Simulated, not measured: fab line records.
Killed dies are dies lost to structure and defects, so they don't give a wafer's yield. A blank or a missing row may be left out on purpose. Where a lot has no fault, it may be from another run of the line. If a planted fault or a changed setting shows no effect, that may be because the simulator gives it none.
Split-lot study :: flow gf180mcu :: 5 lots, 23 wafers read, on a route of 602 steps

THE SPLIT ITSELF
At GF_M2_EXPOSE_11 (exposes mask Metal2, target cd 280 nm), the setting doseMj was moved away from the recipe's 28 on 8 of the 23 wafers read, by -4.4% to +4.1%. For the rest of the wafers, this setting stayed at what the recipe calls for.

FROM THE SPLIT TO THE READING: what the file shows between them, 2 steps
- GF_M2_PEB_12: peb time 90 s
- GF_M2_DEVELOP_13: develop time 60 s

THE READING
cdNm (nm) at GF_M2_CD_MEAS_14, where the cd target is 280 nm. A value of 279.5 nm with a standard deviation of 0.89 nm is what fault-free wafers of this fab line usually give.

wafer: L074.1
tool, chamber at the split: krfScanner-01, 0
doseMj as run: 29.15
against the recipe: +4.1%
cdNm, nm: 272.6
against lot-mates on the recipe: -7.7

wafer: L074.3
tool, chamber at the split: krfScanner-01, 0
doseMj as run: 28
against the recipe: recipe
cdNm, nm: 279.6
against lot-mates on the recipe: -

wafer: L074.4
tool, chamber at the split: krfScanner-01, 0
doseMj as run: 28
against the recipe: recipe
cdNm, nm: 281.2
against lot-mates on the recipe: -

wafer: L074.5
tool, chamber at the split: krfScanner-01, 0
doseMj as run: 29.15
against the recipe: +4.1%
cdNm, nm: 272.4
against lot-mates on the recipe: -7.9

wafer: L074.6
tool, chamber at the split: krfScanner-01, 0
doseMj as run: 28
against the recipe: recipe
cdNm, nm: 280.1
against lot-mates on the recipe: -

wafer: L076.1
tool, chamber at the split: krfScanner-01, 0
doseMj as run: 28
against the recipe: recipe
cdNm, nm: 280.3
against lot-mates on the recipe: -

wafer: L076.2
tool, chamber at the split: krfScanner-01, 0
doseMj as run: 28
against the recipe: recipe
cdNm, nm: 280.1
against lot-mates on the recipe: -

wafer: L076.4
tool, chamber at the split: krfScanner-01, 0
doseMj as run: 28
against the recipe: recipe
cdNm, nm: 279.1
against lot-mates on the recipe: -

wafer: L076.5
tool, chamber at the split: krfScanner-01, 0
doseMj as run: 28
against the recipe: recipe
cdNm, nm: 279.1
against lot-mates on the recipe: -

wafer: L076.6
tool, chamber at the split: krfScanner-01, 0
doseMj as run: 28
against the recipe: recipe
cdNm, nm: 279.4
against lot-mates on the recipe: -

wafer: L077.1
tool, chamber at the split: krfScanner-02, 0
doseMj as run: 26.88
against the recipe: -4.0%
cdNm, nm: 285.8
against lot-mates on the recipe: +4.6

wafer: L077.2
tool, chamber at the split: krfScanner-02, 0
doseMj as run: 28
against the recipe: recipe
cdNm, nm: 281.3
against lot-mates on the recipe: -

wafer: L077.3
tool, chamber at the split: krfScanner-02, 0
doseMj as run: 26.88
against the recipe: -4.0%
cdNm, nm: 285.7
against lot-mates on the recipe: +4.5

wafer: L077.4
tool, chamber at the split: krfScanner-02, 0
doseMj as run: 28
against the recipe: recipe
cdNm, nm: 281.1
against lot-mates on the recipe: -

wafer: L077.5
tool, chamber at the split: krfScanner-02, 0
doseMj as run: 26.88
against the recipe: -4.0%
cdNm, nm: 286.7
against lot-mates on the recipe: +5.5

wafer: L079.1
tool, chamber at the split: krfScanner-02, 0
doseMj as run: 28
against the recipe: recipe
cdNm, nm: 278.4
against lot-mates on the recipe: -

wafer: L079.2
tool, chamber at the split: krfScanner-02, 0
doseMj as run: 28
against the recipe: recipe
cdNm, nm: 278.3
against lot-mates on the recipe: -

wafer: L079.5
tool, chamber at the split: krfScanner-02, 0
doseMj as run: 28
against the recipe: recipe
cdNm, nm: 278.2
against lot-mates on the recipe: -

wafer: L082.1
tool, chamber at the split: krfScanner-02, 0
doseMj as run: 26.77
against the recipe: -4.4%
cdNm, nm: 286.5
against lot-mates on the recipe: +6.8

wafer: L082.2
tool, chamber at the split: krfScanner-02, 0
doseMj as run: 28
against the recipe: recipe
cdNm, nm: 279.8
against lot-mates on the recipe: -

wafer: L082.4
tool, chamber at the split: krfScanner-02, 0
doseMj as run: 28
against the recipe: recipe
cdNm, nm: 279.7
against lot-mates on the recipe: -

wafer: L082.5
tool, chamber at the split: krfScanner-02, 0
doseMj as run: 26.77
against the recipe: -4.4%
cdNm, nm: 286.7
against lot-mates on the recipe: +6.9

wafer: L082.6
tool, chamber at the split: krfScanner-02, 0
doseMj as run: 26.77
against the recipe: -4.4%
cdNm, nm: 286.4
against lot-mates on the recipe: +6.6

FIT RESULTS
A straight line over all 23 wafers: cdNm changes by -1.63 nm for each +1% of doseMj; r = -0.98; the points scatter about the line by 0.86 nm.
The same after taking each lot's own level away (the mean of its wafers on the recipe; 23 wafers): -1.55 nm for each +1%; r = -0.98; scatter 0.71 nm.
According to that fit, moving doseMj by its largest amount changes the reading by 6.8 nm.
Measured against the standard deviation above, the lots' own levels, which go from 278.30 to 281.20 nm, span 3.3 times it.
Hence the lot-to-lot level has little effect on the slope; both slopes agree.
Check: +6.48 nm against its lot-mates is what the line predicts for one of the wafers moved furthest among these (-4.4%) when that wafer is left out of the fit. Against them it came out at +6.75 nm.

OTHER SPLITS ON THESE WAFERS
These wafers also went through other splits before the reading. Each is held against what the fit with the lots' levels taken away leaves over:
other split on the same wafers: GF_SAB_DEVELOP_08 devTempC
wafers away from the commonest value: 4
r with cdNm (lot level and that fit taken away): +0.35

other split on the same wafers: GF_SALICIDE_SPUTTER_02 powerW
wafers away from the commonest value: 4
r with cdNm (lot level and that fit taken away): -0.03

other split on the same wafers: GF_SALICIDE_SPUTTER_03 powerW
wafers away from the commonest value: 10
r with cdNm (lot level and that fit taken away): +0.35

other split on the same wafers: GF_CONTACT_SPUTTER_22 powerW
wafers away from the commonest value: 11
r with cdNm (lot level and that fit taken away): +0.15

other split on the same wafers: GF_M1_SPUTTER_04 powerW
wafers away from the commonest value: 9
r with cdNm (lot level and that fit taken away): +0.18

other split on the same wafers: GF_V1_CMP_04 leaveAboveRefNm
wafers away from the commonest value: 7
r with cdNm (lot level and that fit taken away): -0.26

other split on the same wafers: GF_V1_PEB_12 pebTempC
wafers away from the commonest value: 7
r with cdNm (lot level and that fit taken away): +0.09

other split on the same wafers: GF_M2_SPUTTER_02 powerW
wafers away from the commonest value: 8
r with cdNm (lot level and that fit taken away): +0.01

THE WHOLE CHAIN: every reading that the file lists as answering this split, in the file's order
step: GF_M2_CD_MEAS_14
what it does: target cd 280 nm
reading: cdNm
change (the file's fit): -1.56 nm for each +1% of the setting
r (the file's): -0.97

step: GF_M2_METAL_ETCH_16
what it does: etches the open film in Cl2/BCl3, stops on SiO2, target depth 627.5 nm, time 104.6 s
reading: M2.cdNm (the simulator's own value, which no gauge read)
change (the file's fit): -1.77 nm for each +1% of the setting
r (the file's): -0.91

THE FILE'S OWN FIT
cdNm changes by -1.56 nm for each +1% of doseMj, r = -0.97.
